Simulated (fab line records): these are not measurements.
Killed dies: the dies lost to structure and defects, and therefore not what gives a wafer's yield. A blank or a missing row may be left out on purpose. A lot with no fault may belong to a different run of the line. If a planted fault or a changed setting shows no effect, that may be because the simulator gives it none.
fab line records	flow sky130
record: lots: 5	wafers: 15	lastDay: 50
route steps=708 shown VIA2@524 METAL3@532 CAPM@537 PAD_OPEN@708
lots that met no fault: taken from a fault-free run of the same line
startH: hours from the record's opening day to when the first of the lot's shown wafers began	waitH: how many hours have passed since the lot's step before this one	" repeats the value in the row above	L1.1+2: a row that stands for several wafers	- no value, or no start given	* or withheld: withheld	< > ~ a bound
route shown NAME@n: names a module that has steps shown in the file, with the first one's number in the route	usual: mean/standard deviation taken from wafers without a fault	same: alike in all rows	chamber/n: place in a boat	sites: each site's reading	_std_site: standard deviation of those values	_edge_site: outer sites' mean less inner sites'	radiusMm: for every site, how far away it sits from the centre of the wafer	mask NAME#n: copy n	behind: the last tool/chamber to shape the wafer	hold: why the lot went on hold/how many hours it stayed there/how the hold came to an end	device: names the non-switching transistor (n, p or np)	end of line: the same wafers' tests at the end of the route	a step with no rows: only its recipe	killed: at the first sort, the dies lost to defects and structure; wafer yield is something else	map: shows each die of a wafer: x if killed, . if not, _ if none is there
set.NAME: setting as actually run; set.NAME@STEP: the setting as run at that earlier step	model.NAME: the simulator's own value behind a step, which no gauge read
lots seen at some steps along the route; tables by step, rows by wafer
services: from which hour (startH, from the record's first day; less than 0 if before it) a tool's chamber was out of use, for how many hours, and why
== steps ==
step: SKY_VIA2_STRIP_17
recipe: chemistry: postEtchResidueRemover	timeS: 1200	tempC: 72.5
step: SKY_VIA2_CLEAN_18
recipe: chemistry: IPA	timeS: 180	tempC: 25
step: SKY_VIA2_CLEAN_19
recipe: chemistry: O3/DIW	dry: n2Spin
step: SKY_VIA2_SPUTTER_20
recipe: material: TiN	targetThkNm: 20	chamberPressurePa: 5	powerW: 4000	timeS: 80
step: SKY_VIA2_CVD_21
recipe: material: W	targetThkNm: 420	timeS: 126.4	tempC: 400	pressureTorr: 40
step: SKY_VIA2_RS_MEAS_22
recipe: thkMeasGauge: four-point-probe	reads: W_of_VIA2_CVD_21+TiN_of_VIA2_SPUTTER_20
usual: VIA2_W_RS: 0.271/0.0031
lot.wafer	tool	chamber	startH	waitH	VIA2_W_RS[ohm/sq]
L536.3	filmMetro-04	-	859.86	0.1	0.268
L536.5	"	-	"	"	0.273
L536.6	"	-	"	"	0.268
L538.3	filmMetro-04	-	870.39	0.1	0.276
L538.4	"	-	"	"	0.269
L538.5	"	-	"	"	0.271
L545.3	filmMetro-04	-	948.57	0.1	0.266
L545.5	"	-	"	"	0.268
L545.6	"	-	"	"	0.271
L550.3	filmMetro-04	-	976.71	0.1	0.269
L550.4	"	-	"	"	0.270
L550.5	"	-	"	"	0.268
L553.1	filmMetro-03	-	992.99	0.1	0.270
L553.4	"	-	"	"	0.267
L553.6	"	-	"	"	0.276
step: SKY_VIA2_THK_MEAS_23
recipe: thkMeasGauge: xrf	reads: W_of_VIA2_CVD_21
usual: VIA2_W_THK: 431/8.3
lot.wafer	tool	chamber	startH	waitH	VIA2_W_THK[nm]
L536.3	filmMetro-04	-	859.96	0.1	447
L536.5	"	-	"	"	436
L536.6	"	-	"	"	444
L538.3	filmMetro-04	-	870.49	0.1	427
L538.4	"	-	"	"	439
L538.5	"	-	"	"	437
L545.3	filmMetro-04	-	948.67	0.1	447
L545.5	"	-	"	"	443
L545.6	"	-	"	"	440
L550.3	filmMetro-04	-	976.81	0.1	444
L550.4	"	-	"	"	438
L550.5	"	-	"	"	447
L553.1	filmMetro-03	-	993.11	0.1	428
L553.4	"	-	"	"	434
L553.6	"	-	"	"	418
step: SKY_VIA2_CMP_24
recipe: stopOn: SiO2	tOverpolishS: 20	downForcePsi: 3.5	platenRpm: 60	targetThkNm: 0	padVelocityMS: 0.94248
usual: motorCurrentA: 11.4/1.1	overpolishRunS: 19.999/0.0094	timeToEndpointS: 102.3/3
lot.wafer	tool	chamber	startH	waitH	motorCurrentA	overpolishRunS	timeToEndpointS
L536.3	cmp-02	0	860.14	0.2	12.9	19.983	101.2
L536.6	"	3	"	"	11.5	19.997	103.9
L536.5	"	0	"	"	11.6	19.987	105.9
L538.3	cmp-02	2	870.53	0.0	12.4	19.991	97.5
L538.4	"	3	"	"	11.7	20.006	101.8
L538.5	"	2	"	"	13.3	19.988	103.7
L545.3	cmp-02	2	948.71	0.0	13.4	20.009	100.0
L545.5	"	2	"	"	12.3	19.997	96.3
L545.6	"	3	"	"	11.1	19.995	98.3
L550.4	cmp-02	1	977.04	0.2	9.4	19.989	100.4
L550.3	"	2	"	"	12.3	19.997	100.7
L550.5	"	1	"	"	9.3	19.998	103.3
L553.4	cmp-02	0	993.22	0.1	12.5	20.000	102.0
L553.1	"	2	"	"	12.7	19.994	98.6
L553.6	"	0	"	"	12.5	20.007	96.3
step: SKY_METAL3_SPUTTER_00
recipe: material: Ti	targetThkNm: 15	powerW: 3000	timeS: 10	chamberPressurePa: 0.4
step: SKY_METAL3_SPUTTER_01
recipe: material: TiN	targetThkNm: 20	powerW: 6500	timeS: 16.7	chamberPressurePa: 0.4
step: SKY_METAL3_SPUTTER_02
recipe: material: AlCu	targetThkNm: 735	powerW: 10600	timeS: 39.1	chamberPressurePa: 0.4
usual: throttleValvePct: 29.8/0.84
lot.wafer	tool	chamber	startH	waitH	throttleValvePct
L536.3	pvdSputter-01	-	860.44	0.0	30.4
L536.5	"	-	"	"	29.9
L536.6	"	-	"	"	29.8
L538.3	pvdSputter-02	-	870.87	0.0	29.1
L538.4	"	-	"	"	29.9
L538.5	"	-	"	"	31.2
L545.3	pvdSputter-01	-	949.05	0.0	30.6
L545.5	"	-	"	"	28.8
L545.6	"	-	"	"	30.4
L550.3	pvdSputter-02	-	977.34	0.0	30.3
L550.4	"	-	"	"	29.1
L550.5	"	-	"	"	31.4
L553.1	pvdSputter-01	-	993.51	0.0	28.9
L553.4	"	-	"	"	30.6
L553.6	"	-	"	"	30.3
step: SKY_METAL3_SPUTTER_03
recipe: material: Ti	targetThkNm: 5	powerW: 3000	timeS: 3.3	chamberPressurePa: 0.4
usual: throttleValvePct: 29.8/0.84
lot.wafer	tool	chamber	startH	waitH	throttleValvePct
L536.3	pvdSputter-01	-	860.48	0.0	30.2
L536.5	"	-	"	"	29.8
L536.6	"	-	"	"	29.5
L538.3	pvdSputter-02	-	870.91	0.0	29.1
L538.4	"	-	"	"	30.1
L538.5	"	-	"	"	30.9
L545.3	pvdSputter-01	-	949.09	0.0	30.8
L545.5	"	-	"	"	28.8
L545.6	"	-	"	"	30.7
L550.3	pvdSputter-02	-	977.38	0.0	30.3
L550.4	"	-	"	"	28.7
L550.5	"	-	"	"	31.2
L553.1	pvdSputter-01	-	993.55	0.0	29.0
L553.4	"	-	"	"	30.7
L553.6	"	-	"	"	30.5
step: SKY_METAL3_SPUTTER_04
recipe: material: TiN	targetThkNm: 70	powerW: 6500	timeS: 58.3	chamberPressurePa: 0.4
usual: throttleValvePct: 29.8/0.81
lot.wafer	tool	chamber	startH	waitH	throttleValvePct	model.TiN_of_METAL3_SPUTTER_04.thkNm
L536.3	pvdSputter-01	-	860.50	0.0	30.3	69.74
L536.5	"	-	"	"	30.1	69.24
L536.6	"	-	"	"	29.4	69.26
L538.3	pvdSputter-02	-	870.93	0.0	29.2	70.44
L538.4	"	-	"	"	30.2	70.52
L538.5	"	-	"	"	30.7	70.78
L545.3	pvdSputter-01	-	949.11	0.0	30.6	70.1
L545.5	"	-	"	"	28.7	70.53
L545.6	"	-	"	"	30.3	70.33
L550.3	pvdSputter-02	-	977.40	0.0	30.1	70.8
L550.4	"	-	"	"	28.8	70.48
L550.5	"	-	"	"	31.0	25.21
L553.1	pvdSputter-01	-	993.57	0.0	28.9	69.93
L553.4	"	-	"	"	30.5	69.51
L553.6	"	-	"	"	30.2	70.09
step: SKY_CAPM_CVD_00
recipe: material: SiO2	targetThkNm: 15.5	tempC: 400	timeS: withheld	rfW: 450
step: SKY_CAPM_THK_MEAS_01
recipe: reads: SiO2_of_CAPM_CVD_00
usual: CAPM_CVD_00_THK: 15.47/0.19
lot.wafer	tool	chamber	startH	waitH	CAPM_CVD_00_THK[nm]
L536.3	filmMetro-04	-	860.59	-	15.16
L536.5	"	-	"	"	15.42
L536.6	"	-	"	"	15.33
L538.3	filmMetro-01	-	871.02	-	15.14
L538.4	"	-	"	"	15.32
L538.5	"	-	"	"	15.47
L545.3	filmMetro-04	-	949.20	-	15.54
L545.5	"	-	"	"	15.63
L545.6	"	-	"	"	15.59
L550.3	filmMetro-04	-	977.49	-	15.17
L550.4	"	-	"	"	15.48
L550.5	"	-	"	"	15.73
L553.1	filmMetro-04	-	993.64	-	15.40
L553.4	"	-	"	"	15.54
L553.6	"	-	"	"	15.56
step: SKY_CAPM_SPUTTER_02
recipe: material: TiN	targetThkNm: 200	tempC: 300	powerW: 6500	timeS: 166.7	chamberPressurePa: 0.4068
step: SKY_CAPM_RS_MEAS_03
recipe: thkMeasGauge: four-point-probe	reads: TiN_of_CAPM_SPUTTER_02
usual: CAPM_TIN_RS: 6.93/0.066
lot.wafer	tool	chamber	startH	waitH	CAPM_TIN_RS[ohm/sq]
L536.3	filmMetro-02	-	860.78	0.1	6.93
L536.5	"	-	"	"	6.94
L536.6	"	-	"	"	6.94
L538.3	filmMetro-04	-	871.21	0.1	6.94
L538.4	"	-	"	"	6.98
L538.5	"	-	"	"	7.00
L545.3	filmMetro-02	-	949.39	0.1	6.89
L545.5	"	-	"	"	6.93
L545.6	"	-	"	"	6.88
L550.3	filmMetro-02	-	977.69	0.1	6.88
L550.4	"	-	"	"	6.91
L550.5	"	-	"	"	6.91
L553.1	filmMetro-02	-	993.81	0.1	6.86
L553.4	"	-	"	"	6.84
L553.6	"	-	"	"	6.82
step: SKY_CAPM_THK_MEAS_04
recipe: thkMeasGauge: xrf	reads: TiN_of_CAPM_SPUTTER_02
usual: CAPM_TIN_THK: 198.4/1.9
lot.wafer	tool	chamber	startH	waitH	CAPM_TIN_THK[nm]
L536.3	filmMetro-02	-	860.88	0.1	198.6
L536.5	"	-	"	"	197.7
L536.6	"	-	"	"	197.8
L538.3	filmMetro-04	-	871.31	0.1	197.5
L538.4	"	-	"	"	196.8
L538.5	"	-	"	"	195.4
L545.3	filmMetro-02	-	949.49	0.1	199.8
L545.5	"	-	"	"	198.8
L545.6	"	-	"	"	198.3
L550.3	filmMetro-02	-	977.79	0.1	200.0
L550.4	"	-	"	"	199.5
L550.5	"	-	"	"	198.9
L553.1	filmMetro-02	-	993.93	0.1	200.3
L553.4	"	-	"	"	201.2
L553.6	"	-	"	"	201.2
step: SKY_CAPM_DEHYDRATE_05
recipe: tempC: 200	timeS: 60
step: SKY_CAPM_HMDS_06
recipe: primeTimeS: 60	primeTempC: 120
step: SKY_CAPM_COAT_07
recipe: resist: NOVOLAK	spinRpm: 3000	resistThkNm: 1140
step: SKY_CAPM_SOFTBAKE_08
recipe: tempC: 90	timeS: 60	resist: NOVOLAK
step: SKY_CAPM_EXPOSE_09
recipe: maskId: CAPM	na: 0.6	sourceShape: conventional	sigmaOuter: 0.6	polarization: unpolarized	targetCdNm: 1000	doseMj: 159
step: SKY_CAPM_PEB_10
recipe: tempC: withheld	timeS: *	resist: NOVOLAK
step: SKY_CAPM_DEVELOP_11
recipe: resist: NOVOLAK	developer: TMAH	developTimeS: 60	devTempC: 23
step: SKY_CAPM_OVL_MEAS_12
usual: CAPM_OVL: -0.9/1.5
lot.wafer	tool	chamber	startH	waitH	CAPM_OVL[nm]
L536.3	overlay-01	-	887.14	0.1	-2.8
L536.5	"	-	"	"	-2.2
L536.6	"	-	"	"	-2.5
L538.3	overlay-01	-	897.17	0.1	1.6
L538.4	"	-	"	"	-2.7
L538.5	"	-	"	"	-0.8
L545.3	overlay-02	-	973.12	0.1	-0.2
L545.5	"	-	"	"	-2.5
L545.6	"	-	"	"	-2.7
L550.3	overlay-02	-	1000.69	0.1	-0.8
L550.4	"	-	"	"	-0.1
L550.5	"	-	"	"	-2.0
L553.1	overlay-02	-	1016.93	0.1	-1.3
L553.4	"	-	"	"	-0.7
L553.6	"	-	"	"	-3.9
step: SKY_CAPM_METAL_ETCH_13
recipe: targetDepthNm: 220	stopOn: SiO2	chemistry: Cl2/BCl3	target: TiN	pressureMtorr: 10	icpW: 900	biasW: 48.5	Cl2_flow_sccm: 60	bcl3FlowSccm: 30	timeS: 62.9
usual: drypumpMotorCurrentA: 5.7/0.33	heBacksideLeakSccm: 3.27/0.16	oesProductAu: 0.939/0.0076	throttleValvePct: 21.902/0.009
lot.wafer	tool	chamber	startH	waitH	drypumpMotorCurrentA	heBacksideLeakSccm	oesProductAu	rfHoursCounterH	throttleValvePct
L536.3	rieMetal-02	0	887.19	0.0	5.9	3.10	0.939	-	21.920
L536.5	"	1	"	"	5.8	3.43	0.930	-	21.916
L536.6	"	0	"	"	5.9	3.30	0.946	-	21.897
L538.3	rieMetal-02	0	897.22	0.0	5.9	3.26	0.931	-	21.891
L538.4	"	1	"	"	5.8	3.24	0.932	-	21.911
L538.5	"	0	"	"	5.9	3.24	0.929	-	21.896
L545.3	rieMetal-03	1	973.17	0.0	5.6	3.37	0.949	-	21.885
L545.5	"	0	"	"	5.0	3.47	0.948	-	21.889
L545.6	"	1	"	"	5.5	3.32	0.947	-	21.899
L550.3	rieMetal-02	0	1000.74	0.0	5.9	3.08	0.942	-	21.917
L550.4	"	1	"	"	5.8	3.11	0.935	-	21.907
L550.5	"	0	"	"	5.9	3.13	0.943	-	21.884
L553.1	rieMetal-03	1	1016.97	0.0	5.6	3.25	0.944	7	21.885
L553.4	"	0	"	"	5.0	3.40	0.945	-	21.900
L553.6	"	1	"	"	5.5	3.28	0.941	-	21.917
step: SKY_CAPM_STRIP_14
recipe: chemistry: O2/N2	powerW: 1400	pressureMtorr: 1500	platenTempC: withheld	o2FlowSccm: 3000	n2FlowSccm: 300	overashFraction: 0.5
step: SKY_CAPM_STRIP_15
recipe: chemistry: postEtchResidueRemover	timeS: 1200	tempC: 72.5
step: SKY_CAPM_CLEAN_16
recipe: chemistry: IPA	timeS: 180	tempC: 25
step: SKY_CAPM_CLEAN_17
recipe: chemistry: O3/DIW	dry: n2Spin
step: SKY_METAL3_DEHYDRATE_05
recipe: tempC: 200	timeS: 60
step: SKY_METAL3_HMDS_06
recipe: primeTimeS: 60	primeTempC: 120
step: SKY_METAL3_COAT_07
recipe: resist: BARC	tempC: withheld	timeS: withheld	spinRpm: 3027	resistThkNm: 60
step: SKY_METAL3_COAT_08
recipe: resist: KrF-thick	spinRpm: 3000	resistThkNm: 1140
step: SKY_METAL3_SOFTBAKE_09
recipe: tempC: 100	timeS: 90	resist: KrF-thick
step: SKY_METAL3_EXPOSE_10
recipe: maskId: MM3	na: 0.68	sourceShape: annular	sigmaInner: 0.4	sigmaOuter: 0.8	targetCdNm: 300	doseMj: 28
step: SKY_METAL3_PEB_11
recipe: pebTempC: withheld	pebTimeS: withheld	resist: KrF-thick
step: SKY_METAL3_DEVELOP_12
recipe: developTimeS: 60	resist: KrF-thick	devTempC: 21
step: SKY_METAL3_CD_MEAS_13
recipe: targetCdNm: 300
usual: cdNm: 299.9/1.6
lot.wafer	tool	chamber	startH	waitH	cdNm
L536.3	cdSem-01	-	913.61	-	298.8
L536.5	"	-	"	"	299.8
L536.6	"	-	"	"	299.1
L538.3	cdSem-02	-	922.79	-	300.6
L538.4	"	-	"	"	301.1
L538.5	"	-	"	"	301.4
L545.3	cdSem-01	-	996.84	-	300.0
L545.5	"	-	"	"	300.6
L545.6	"	-	"	"	299.5
L550.3	cdSem-02	-	1024.69	-	305.4
L550.4	"	-	"	"	304.4
L550.5	"	-	"	"	305.0
L553.1	cdSem-02	-	1040.88	-	300.9
L553.4	"	-	"	"	300.5
L553.6	"	-	"	"	301.2
step: SKY_METAL3_OVL_MEAS_14
usual: METAL3_OVL: -2/6.3
lot.wafer	tool	chamber	startH	waitH	METAL3_OVL[nm]
L536.3	overlay-02	-	913.70	0.1	0
L536.5	"	-	"	"	7
L536.6	"	-	"	"	1
L538.3	overlay-01	-	922.88	0.1	-8
L538.4	"	-	"	"	-6
L538.5	"	-	"	"	-10
L545.3	overlay-02	-	996.93	0.1	-1
L545.5	"	-	"	"	1
L545.6	"	-	"	"	1
L550.3	overlay-01	-	1024.78	0.1	0
L550.4	"	-	"	"	-5
L550.5	"	-	"	"	-3
L553.1	overlay-02	-	1041.00	0.1	-6
L553.4	"	-	"	"	4
L553.6	"	-	"	"	0
step: SKY_METAL3_DESCUM_15
recipe: chemistry: O2	sourcePowerW: 150	biasPowerW: 0	pressureMtorr: 10	tempC: 40	timeS: 8
usual: drypumpMotorCurrentA: 5.7/0.37	heBacksideLeakSccm: 3.32/0.3	oesProductAu: 1.000/0.0074	tempC: 39.99/0.11
lot.wafer	tool	chamber	startH	waitH	drypumpMotorCurrentA	heBacksideLeakSccm	oesProductAu	rfHoursCounterH	tempC
L536.3	rieMetal-04	0	913.75	0.0	6.1	3.02	1.002	-	39.95
L536.5	"	0	"	"	6.2	3.26	1.005	-	40.10
L536.6	"	0	"	"	6.1	2.99	1.000	-	40.02
L538.3	rieMetal-03	0	922.91	0.0	5.0	3.57	1.000	-	39.91
L538.4	"	1	"	"	5.6	3.35	0.982	-	39.92
L538.5	"	0	"	"	5.0	3.57	0.994	-	39.84
L545.3	rieMetal-04	0	996.96	0.0	6.1	3.24	0.997	-	40.08
L545.5	"	0	"	"	6.1	3.13	1.008	-	39.92
L545.6	"	1	"	"	5.8	3.26	1.006	-	40.10
L550.3	rieMetal-04	1	1024.81	0.0	5.8	3.24	1.009	-	39.98
L550.4	"	0	"	"	6.1	3.04	1.003	-	40.12
L550.5	"	0	"	"	6.1	3.03	1.006	-	39.92
L553.1	rieMetal-01	1	1041.04	0.0	5.4	3.03	1.000	17	40.12
L553.4	"	1	"	"	5.4	3.03	0.982	-	39.99
L553.6	"	0	"	"	6.1	3.78	0.998	-	39.97
step: SKY_METAL3_METAL_ETCH_18
recipe: targetDepthA: 8450	stopOn: SiO2	overEtchFrac: 0.3	timeS: 183.1	chemistry: Cl2/BCl3	resistSidewallDeg: 88	pressureMtorr: 10	icpW: 900	biasW: 48.5	Cl2_flow_sccm: 60	bcl3FlowSccm: 30
usual: drypumpMotorCurrentA: 5.6/0.39	heBacksideLeakSccm: 3.35/0.21	oesProductAu: 0.867/0.0064	throttleValvePct: 22.264/0.0093
lot.wafer	tool	chamber	startH	waitH	drypumpMotorCurrentA	heBacksideLeakSccm	oesProductAu	rfHoursCounterH	throttleValvePct
L536.3	rieMetal-03	1	914.08	0.1	5.5	3.38	0.871	-	22.263
L536.5	"	1	"	"	5.6	3.29	0.874	-	22.275
L536.6	"	0	"	"	5.0	3.51	0.872	-	22.262
L538.3	rieMetal-01	1	923.11	0.1	5.4	3.19	0.864	-	22.265
L538.4	"	0	"	"	6.1	3.52	0.865	-	22.261
L538.5	"	0	"	"	6.1	3.40	0.860	-	22.259
L545.3	rieMetal-01	0	997.16	0.1	6.1	3.49	0.870	-	22.278
L545.5	"	1	"	"	5.4	3.14	0.882	-	22.255
L545.6	"	0	"	"	6.1	3.57	0.872	-	22.275
L550.3	rieMetal-01	1	1025.01	0.1	5.4	3.16	0.858	-	22.253
L550.4	"	0	"	"	6.0	3.58	0.857	-	22.252
L550.5	"	1	"	"	5.4	3.17	0.846	-	22.268
L553.1	rieMetal-03	1	1041.19	0.0	5.5	3.41	0.866	9	22.272
L553.4	"	1	"	"	5.5	3.44	0.865	-	22.247
L553.6	"	1	"	"	5.5	3.49	0.870	-	22.264
step: SKY_PAD_OPEN_PROBE_99
usual: defectLimitedYield: 82.1/1.8	killed_at_M0_to_M3: 44/6.2	killed_at_M4_up: 3.3/1.8	killedAtContacts: 25/5.8	killedAtFrontEnd: 15/4	killedAtOther: 0.3/0.49	killedDies: 88/8.8	killedOpen: 48/6.5	killedShort: 39/6.3	sort_bin_3_pad_short: 0.9/0.41	sort_bin_5_function: 10.6/1.4	sort_bin_6_memory: 6.4/1.1	sortNPass: 404/8.8	sortYieldPct: 82.1/1.8
same: grossDies: 492	killedAtBackSide: 0	sort_bin_4_leakage[%]: 0	sort_bin_8_speed[%]: 0
lot.wafer	tool	chamber	startH	waitH	defectLimitedYield[%]	killed_at_M0_to_M3	killed_at_M4_up	killedAtContacts	killedAtFrontEnd	killedAtOther	killedDies	killedOpen	killedShort	sort_bin_3_pad_short[%]	sort_bin_5_function[%]	sort_bin_6_memory[%]	sortNPass	sortYieldPct[%]	model.etest.via3Chain.rcOhm
L536.3	prober-01	-	1085.71	0.2	83.7	36	3	26	15	0	80	44	36	0.2	9.3	6.7	412	83.7	9.595
L536.5	prober-01	-	1085.81	0.2	82.9	40	1	30	13	0	84	54	29	1.0	10.6	5.5	408	82.9	9.344
L536.6	prober-01	-	1085.86	0.2	82.7	43	0	16	26	0	85	48	37	0.4	10.4	6.5	407	82.7	9.858
L538.3	prober-02	-	1092.81	0.2	79.1	52	4	28	18	1	103	62	41	1.4	11.4	8.1	389	79.1	9.557
L538.4	prober-02	-	1092.86	0.2	83.5	35	1	28	17	0	81	50	31	0.4	8.1	7.9	411	83.5	9.646
L538.5	prober-02	-	1092.91	0.2	79.7	48	7	27	17	1	100	60	40	0.6	11.6	8.1	392	79.7	10.17
L545.3	prober-02	-	1154.75	0.2	81.3	44	5	22	21	0	92	50	42	1.0	11.4	6.3	400	81.3	9.653
L545.5	prober-02	-	1154.85	0.2	83.1	36	3	28	15	1	83	49	34	0.6	11.4	4.9	409	83.1	10.05
L545.6	prober-02	-	1154.90	0.2	79.3	42	6	40	14	0	102	63	39	0.8	11.2	8.7	390	79.3	9.358
L550.3	prober-01	-	1177.23	0.2	81.7	37	7	31	14	1	90	55	35	0.2	12.0	6.1	402	81.7	9.854
L550.4	prober-01	-	1177.28	0.2	82.9	43	3	20	18	0	84	52	32	1.0	8.1	7.9	408	82.9	9.898
L550.5	prober-01	-	1177.33	0.2	81.9	43	5	26	15	0	89	41	48	1.6	10.0	6.5	403	81.9	8.677
L553.1	prober-01	-	1190.25	0.1	83.5	44	0	20	17	0	81	42	39	1.0	10.8	4.7	411	83.5	9.886
L553.4	prober-01	-	1190.40	0.2	81.9	60	3	16	10	0	89	48	41	0.6	11.2	6.3	403	81.9	9.83
L553.6	prober-01	-	1190.50	0.2	80.5	58	2	25	11	0	96	58	38	0.8	12.6	6.1	396	80.5	9.488
killed by level:class
L536.3 CONTACT:geometricParticle:open=12 VIA3:geometricParticle:open=7 METAL2:geometricParticle:short=6 CONTACT:geometricParticle:short=5 VIA1:geometricParticle:open=5 FIELD_ISO:geometricParticle:short=4 LI_CONTACT:geometricParticle:open=4 POLY_GATE:geometricParticle:open=3
L536.5 CONTACT:geometricParticle:open=10 VIA2:geometricParticle:open=9 VIA3:geometricParticle:open=9 LI_CONTACT:geometricParticle:open=8 VIA1:geometricParticle:open=5 LOCAL_INTERCONNECT:geometricParticle:short=5 VIA1:geometricParticle:short=4 VIA3:geometricParticle:short=4
L536.6 VIA1:geometricParticle:open=10 POLY_GATE:geometricParticle:open=8 VIA2:geometricParticle:open=8 VIA1:geometricParticle:short=7 VIA3:geometricParticle:open=7 POLY_GATE:geometricParticle:short=6 LOCAL_INTERCONNECT:geometricParticle:short=5 FIELD_ISO:geometricParticle:open=4
L538.3 VIA1:geometricParticle:open=13 LI_CONTACT:geometricParticle:open=10 CONTACT:geometricParticle:open=10 METAL1:geometricParticle:short=9 VIA3:geometricParticle:open=8 POLY_GATE:geometricParticle:open=6 VIA2:geometricParticle:open=6 POLY_GATE:geometricParticle:short=4
L538.4 CONTACT:geometricParticle:open=17 LI_CONTACT:geometricParticle:open=7 METAL2:geometricParticle:short=6 VIA2:geometricParticle:open=6 FIELD_ISO:geometricParticle:short=5 FIELD_ISO:geometricParticle:open=5 VIA3:geometricParticle:open=5 POLY_GATE:geometricParticle:short=4
L538.5 CONTACT:geometricParticle:open=17 VIA1:geometricParticle:open=10 VIA2:geometricParticle:open=9 VIA3:geometricParticle:open=7 METAL1:geometricParticle:short=6 FIELD_ISO:geometricParticle:short=4 POLY_GATE:geometricParticle:short=4 METAL4:geometricParticle:short=4
L545.3 VIA1:geometricParticle:open=12 CONTACT:geometricParticle:short=8 VIA3:geometricParticle:open=7 POLY_GATE:geometricParticle:open=6 LI_CONTACT:geometricParticle:open=6 FIELD_ISO:geometricParticle:short=5 VIA1:geometricParticle:short=5 VIA2:geometricParticle:open=5
L545.5 CONTACT:geometricParticle:open=13 VIA1:geometricParticle:open=11 CONTACT:geometricParticle:short=6 VIA3:geometricParticle:open=6 LI_CONTACT:geometricParticle:open=5 POLY_GATE:geometricParticle:short=4 VIA2:geometricParticle:open=4 FIELD_ISO:geometricParticle:open=3
L545.6 CONTACT:geometricParticle:open=17 VIA1:geometricParticle:open=11 LI_CONTACT:geometricParticle:open=10 VIA2:geometricParticle:open=7 LI_CONTACT:geometricParticle:short=6 METAL1:geometricParticle:short=5 METAL2:geometricParticle:short=5 LOCAL_INTERCONNECT:geometricParticle:short=4
L550.3 CONTACT:geometricParticle:open=14 METAL1:geometricParticle:short=6 METAL2:geometricParticle:short=6 VIA3:geometricParticle:open=5 POLY_GATE:geometricParticle:open=5 LI_CONTACT:geometricParticle:open=5 LOCAL_INTERCONNECT:geometricParticle:short=5 VIA1:geometricParticle:open=5
L550.4 VIA1:geometricParticle:open=15 POLY_GATE:geometricParticle:open=7 CONTACT:geometricParticle:open=7 METAL2:geometricParticle:short=7 CONTACT:geometricParticle:short=6 FIELD_ISO:geometricParticle:open=5 VIA3:geometricParticle:open=4 LI_CONTACT:geometricParticle:open=3
L550.5 VIA1:geometricParticle:open=10 CONTACT:geometricParticle:open=8 METAL2:geometricParticle:short=7 LI_CONTACT:geometricParticle:open=6 LOCAL_INTERCONNECT:geometricParticle:short=6 POLY_GATE:geometricParticle:open=5 METAL4:geometricParticle:short=5 FIELD_ISO:geometricParticle:open=4
L553.1 VIA1:geometricParticle:open=10 CONTACT:geometricParticle:open=9 METAL1:geometricParticle:short=9 FIELD_ISO:geometricParticle:short=6 FIELD_ISO:geometricParticle:open=5 VIA3:geometricParticle:short=5 POLY_GATE:geometricParticle:open=4 VIA1:geometricParticle:short=4
L553.4 VIA1:geometricParticle:open=15 VIA3:geometricParticle:open=9 METAL1:geometricParticle:short=7 VIA2:geometricParticle:open=7 CONTACT:geometricParticle:open=5 METAL2:geometricParticle:short=5 LI_CONTACT:geometricParticle:short=4 VIA1:geometricParticle:short=4
L553.6 VIA1:geometricParticle:open=18 CONTACT:geometricParticle:open=9 LI_CONTACT:geometricParticle:open=8 METAL1:geometricParticle:short=8 VIA3:geometricParticle:open=8 VIA1:geometricParticle:short=6 VIA2:geometricParticle:short=5 VIA2:geometricParticle:open=4
== services ==
tool	chamber	startH	hours	kind
rieMetal-03	1	840.55	-	clean
rieMetal-03	1	840.55	19.7	scheduledDown
cmp-02	-	845.36	4.0	pm
rieMetal-04	-	854.00	4.0	pm
rieMetal-01	1	855.46	4.4	repair
rieMetal-04	-	876.62	2.8	pm
pvdSputter-01	-	897.33	13.1	repair
pvdSputter-01	-	910.19	7.6	repair
cmp-02	-	912.00	4.0	pm
cmp-02	-	914.44	0.7	repair
cmp-02	-	917.88	1.2	repair
rieMetal-04	-	939.14	1.5	repair
pvdSputter-02	-	940.01	12.7	repair
pvdSputter-01	2	953.92	-	consumableReplace:kit
pvdSputter-01	2	953.92	18.0	scheduledDown
pvdSputter-01	2	953.92	18.0	ventCycle
cmp-02	-	954.66	7.7	pm
rieMetal-02	0	959.34	4.4	repair
pvdSputter-02	0	981.68	-	consumableReplace:kit
pvdSputter-02	0	981.68	18.0	scheduledDown
pvdSputter-02	0	981.68	18.0	ventCycle
cmp-02	-	1024.94	0.8	repair
rieMetal-04	1	1027.26	9.3	repair
rieMetal-03	0	1039.05	4.6	repair
== key ==
firstSign: step: SKY_METAL3_METAL_ETCH_18	reading: oesProductAu	direction: down	sigmas: 3.3	usual: 0.867	struck: 0.846
effect none on later readings
modelEffect: step: SKY_METAL3_SPUTTER_04	value: TiN_of_METAL3_SPUTTER_04.thkNm	without: 71.43	struck: 25.21
modelEffect: step: SKY_PAD_OPEN_PROBE_99	value: etest.via3Chain.rcOhm	without: 10.03	struck: 8.677
metAt SKY_METAL3_SPUTTER_04
struckWafers L550.5
onsetBetween 870.93 977.40
fault: kind: processParameterDrift	tool: pvdSputter-02	chamber: -	onsetH: 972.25	steps: SKY_METAL3_SPUTTER_04	channel: targetThkNm	offset: -46.22	shape: step	endH: 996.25	actsIn: theseRecipesOnly	stated: 70	scope: struckWafersOnly
